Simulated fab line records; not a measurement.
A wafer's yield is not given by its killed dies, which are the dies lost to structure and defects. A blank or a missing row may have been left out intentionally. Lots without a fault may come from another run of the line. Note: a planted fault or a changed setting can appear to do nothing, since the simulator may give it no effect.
Which tool was responsible? / flow sky130 / 14 lots with 42 wafers sampled at 2 steps, on a route of 708 steps

WHAT THE GAUGES READ, wafer by wafer
SKY_POLY_GATE_THK_MEAS_21. Usual: for POLY_GATE_OXIDATION_THK the level is 4.02 nm and the standard deviation is 0.074.
lot=L655; measured=day 16 04:49; on=film-metro-03; POLY_GATE_OXIDATION_THK (nm)=4.04 3.84 3.86; flag=
lot=L656; measured=day 16 17:17; on=film-metro-04; POLY_GATE_OXIDATION_THK (nm)=3.98 3.95 4.07; flag=
lot=L657; measured=day 17 04:52; on=film-metro-04; POLY_GATE_OXIDATION_THK (nm)=4.08 4.20 4.10; flag=
lot=L658; measured=day 17 15:34; on=film-metro-04; POLY_GATE_OXIDATION_THK (nm)=3.94 3.96 3.97; flag=
lot=L659; measured=day 18 02:47; on=film-metro-04; POLY_GATE_OXIDATION_THK (nm)=4.11 4.15 4.08; flag=
lot=L661; measured=day 19 00:06; on=film-metro-04; POLY_GATE_OXIDATION_THK (nm)=3.94 3.99 3.95; flag=
lot=L662; measured=day 19 08:40; on=film-metro-04; POLY_GATE_OXIDATION_THK (nm)=3.98 3.93 4.11; flag=
lot=L664; measured=day 19 22:59; on=film-metro-03; POLY_GATE_OXIDATION_THK (nm)=4.07 4.03 4.05; flag=
lot=L666; measured=day 20 14:28; on=film-metro-02; POLY_GATE_OXIDATION_THK (nm)=4.09 4.01 3.98; flag=
lot=L668; measured=day 21 15:58; on=film-metro-03; POLY_GATE_OXIDATION_THK (nm)=3.39 3.31 3.34; flag=OFF
lot=L669; measured=day 21 21:18; on=film-metro-04; POLY_GATE_OXIDATION_THK (nm)=3.52 3.43 3.46; flag=OFF
lot=L676; measured=day 24 08:47; on=film-metro-02; POLY_GATE_OXIDATION_THK (nm)=4.09 4.10 4.01; flag=
lot=L677; measured=day 24 11:11; on=film-metro-04; POLY_GATE_OXIDATION_THK (nm)=4.11 4.10 4.08; flag=
lot=L678; measured=day 24 22:15; on=film-metro-03; POLY_GATE_OXIDATION_THK (nm)=4.11 4.06 4.10; flag=

EACH LOT AND THE TOOL THAT RAN IT (in order: tool; ch and the chambers of the sampled wafers; start)
lot=L655; SKY_POLY_GATE_OXIDATION_20=furnace-02 ch 0, day 16 03:33
lot=L656; SKY_POLY_GATE_OXIDATION_20=furnace-02 ch 0, day 16 16:02
lot=L657; SKY_POLY_GATE_OXIDATION_20=furnace-02 ch 0, day 17 03:37
lot=L658; SKY_POLY_GATE_OXIDATION_20=furnace-01 ch 0, day 17 14:19
lot=L659; SKY_POLY_GATE_OXIDATION_20=furnace-01 ch 0, day 18 01:31
lot=L661; SKY_POLY_GATE_OXIDATION_20=furnace-02 ch 0, day 18 22:50
lot=L662; SKY_POLY_GATE_OXIDATION_20=furnace-02 ch 0, day 19 07:23
lot=L664; SKY_POLY_GATE_OXIDATION_20=furnace-02 ch 0, day 19 21:44
lot=L666; SKY_POLY_GATE_OXIDATION_20=furnace-02 ch 0, day 20 13:13
lot=L668; SKY_POLY_GATE_OXIDATION_20=furnace-02 ch 0, day 21 14:43
lot=L669; SKY_POLY_GATE_OXIDATION_20=furnace-02 ch 0, day 21 20:02
lot=L676; SKY_POLY_GATE_OXIDATION_20=furnace-02 ch 0, day 24 07:31
lot=L677; SKY_POLY_GATE_OXIDATION_20=furnace-02 ch 0, day 24 09:55
lot=L678; SKY_POLY_GATE_OXIDATION_20=furnace-01 ch 0, day 24 21:00
- SKY_POLY_GATE_OXIDATION_20: stabilise 600 s, purge 300 s, target thk 4 nm.

WHAT THE TOOLS THEMSELVES READ (means of the sampled wafers that have a number; where no wafer has one, the mark that the record gives instead)
SKY_POLY_GATE_OXIDATION_20. Usual: spike-tc-bottom-C 867.8 C, standard deviation 1.4; spike-tc-centre-C 850.1 C, standard deviation 1; spike-tc-lower-C 848.4 C, standard deviation 0.99; spike-tc-top-C 862.5 C, standard deviation 1.2; spike-tc-upper-C 850.2 C, standard deviation 1.2; tube-center-temp-C 849.99 C, standard deviation 0.074; tube_center_temp_C_max 852.2, standard deviation 0.35; zone-power-lower-pct 15.25 %, standard deviation 0.16.
lot=L655; tool=furnace-02; spike-tc-bottom-C (C)=867.1; spike-tc-centre-C (C)=849.5; spike-tc-lower-C (C)=848.3; spike-tc-top-C (C)=862.2; spike-tc-upper-C (C)=850.0; tube-center-temp-C (C)=849.98; tube_center_temp_C_max=852.5; zone-power-lower-pct (%)=15.28; flag=
lot=L656; tool=furnace-02; spike-tc-bottom-C (C)=866.7; spike-tc-centre-C (C)=849.8; spike-tc-lower-C (C)=847.9; spike-tc-top-C (C)=862.3; spike-tc-upper-C (C)=850.0; tube-center-temp-C (C)=849.94; tube_center_temp_C_max=852.1; zone-power-lower-pct (%)=15.20; flag=
lot=L657; tool=furnace-02; spike-tc-bottom-C (C)=868.2; spike-tc-centre-C (C)=849.9; spike-tc-lower-C (C)=848.5; spike-tc-top-C (C)=861.5; spike-tc-upper-C (C)=850.8; tube-center-temp-C (C)=850.02; tube_center_temp_C_max=852.2; zone-power-lower-pct (%)=15.23; flag=
lot=L658; tool=furnace-01; spike-tc-bottom-C (C)=869.7; spike-tc-centre-C (C)=850.9; spike-tc-lower-C (C)=848.5; spike-tc-top-C (C)=862.9; spike-tc-upper-C (C)=849.6; tube-center-temp-C (C)=849.99; tube_center_temp_C_max=852.0; zone-power-lower-pct (%)=15.25; flag=
lot=L659; tool=furnace-01; spike-tc-bottom-C (C)=869.4; spike-tc-centre-C (C)=851.2; spike-tc-lower-C (C)=847.1; spike-tc-top-C (C)=863.2; spike-tc-upper-C (C)=850.6; tube-center-temp-C (C)=850.02; tube_center_temp_C_max=852.3; zone-power-lower-pct (%)=15.40; flag=
lot=L661; tool=furnace-02; spike-tc-bottom-C (C)=867.1; spike-tc-centre-C (C)=850.0; spike-tc-lower-C (C)=849.3; spike-tc-top-C (C)=861.8; spike-tc-upper-C (C)=851.3; tube-center-temp-C (C)=849.92; tube_center_temp_C_max=851.9; zone-power-lower-pct (%)=15.11; flag=
lot=L662; tool=furnace-02; spike-tc-bottom-C (C)=866.8; spike-tc-centre-C (C)=850.7; spike-tc-lower-C (C)=848.7; spike-tc-top-C (C)=862.4; spike-tc-upper-C (C)=851.0; tube-center-temp-C (C)=849.97; tube_center_temp_C_max=852.1; zone-power-lower-pct (%)=15.33; flag=
lot=L664; tool=furnace-02; spike-tc-bottom-C (C)=867.6; spike-tc-centre-C (C)=850.3; spike-tc-lower-C (C)=849.8; spike-tc-top-C (C)=862.7; spike-tc-upper-C (C)=850.3; tube-center-temp-C (C)=850.05; tube_center_temp_C_max=852.3; zone-power-lower-pct (%)=15.08; flag=
lot=L666; tool=furnace-02; spike-tc-bottom-C (C)=866.3; spike-tc-centre-C (C)=849.2; spike-tc-lower-C (C)=849.0; spike-tc-top-C (C)=862.8; spike-tc-upper-C (C)=851.0; tube-center-temp-C (C)=849.94; tube_center_temp_C_max=851.8; zone-power-lower-pct (%)=15.22; flag=
lot=L668; tool=furnace-02; spike-tc-bottom-C (C)=855.1; spike-tc-centre-C (C)=838.3; spike-tc-lower-C (C)=835.6; spike-tc-top-C (C)=850.1; spike-tc-upper-C (C)=839.1; tube-center-temp-C (C)=837.73; tube_center_temp_C_max=840.2; zone-power-lower-pct (%)=14.77; flag=OFF
lot=L669; tool=furnace-02; spike-tc-bottom-C (C)=853.5; spike-tc-centre-C (C)=838.0; spike-tc-lower-C (C)=837.2; spike-tc-top-C (C)=850.8; spike-tc-upper-C (C)=839.4; tube-center-temp-C (C)=837.74; tube_center_temp_C_max=840.1; zone-power-lower-pct (%)=14.79; flag=OFF
lot=L676; tool=furnace-02; spike-tc-bottom-C (C)=866.1; spike-tc-centre-C (C)=850.1; spike-tc-lower-C (C)=848.7; spike-tc-top-C (C)=861.8; spike-tc-upper-C (C)=850.2; tube-center-temp-C (C)=849.97; tube_center_temp_C_max=852.1; zone-power-lower-pct (%)=15.25; flag=
lot=L677; tool=furnace-02; spike-tc-bottom-C (C)=866.8; spike-tc-centre-C (C)=849.5; spike-tc-lower-C (C)=848.1; spike-tc-top-C (C)=862.1; spike-tc-upper-C (C)=850.4; tube-center-temp-C (C)=850.02; tube_center_temp_C_max=852.2; zone-power-lower-pct (%)=15.49; flag=
lot=L678; tool=furnace-01; spike-tc-bottom-C (C)=869.1; spike-tc-centre-C (C)=849.8; spike-tc-lower-C (C)=848.4; spike-tc-top-C (C)=863.3; spike-tc-upper-C (C)=849.6; tube-center-temp-C (C)=850.02; tube_center_temp_C_max=852.1; zone-power-lower-pct (%)=15.35; flag=

THE ANSWER, worked out from the rows above alone
Rule: take the mean of a lot's wafers that have a number; if it is more than 3 standard deviations from the usual mean, the lot is off. A lot without any number at a reading at which 4 lots or more have one is off too. Where the step has rows for the other lots, those lots are counted as sound. The gauges are gone through in route order, then the tools' own readings, and for those a lot's mean is taken as printed above. At the first step where some lot is off, the reading lying furthest off is the one used; lots without a number count as furthest.
Off: L668, L669, at SKY_POLY_GATE_THK_MEAS_21 (POLY_GATE_OXIDATION_THK).
A tool fits if, at a process step before that reading, it ran every lot that is off, and no sound lot after the first of them. The gauges at SKY_POLY_GATE_THK_MEAS_21 aren't tried: what is off there is off at SKY_POLY_GATE_OXIDATION_20 too, on other tools, and a gauge's error can't cause that. None of those tried fits.

WHAT THE SIMULATOR HAD PUT IN
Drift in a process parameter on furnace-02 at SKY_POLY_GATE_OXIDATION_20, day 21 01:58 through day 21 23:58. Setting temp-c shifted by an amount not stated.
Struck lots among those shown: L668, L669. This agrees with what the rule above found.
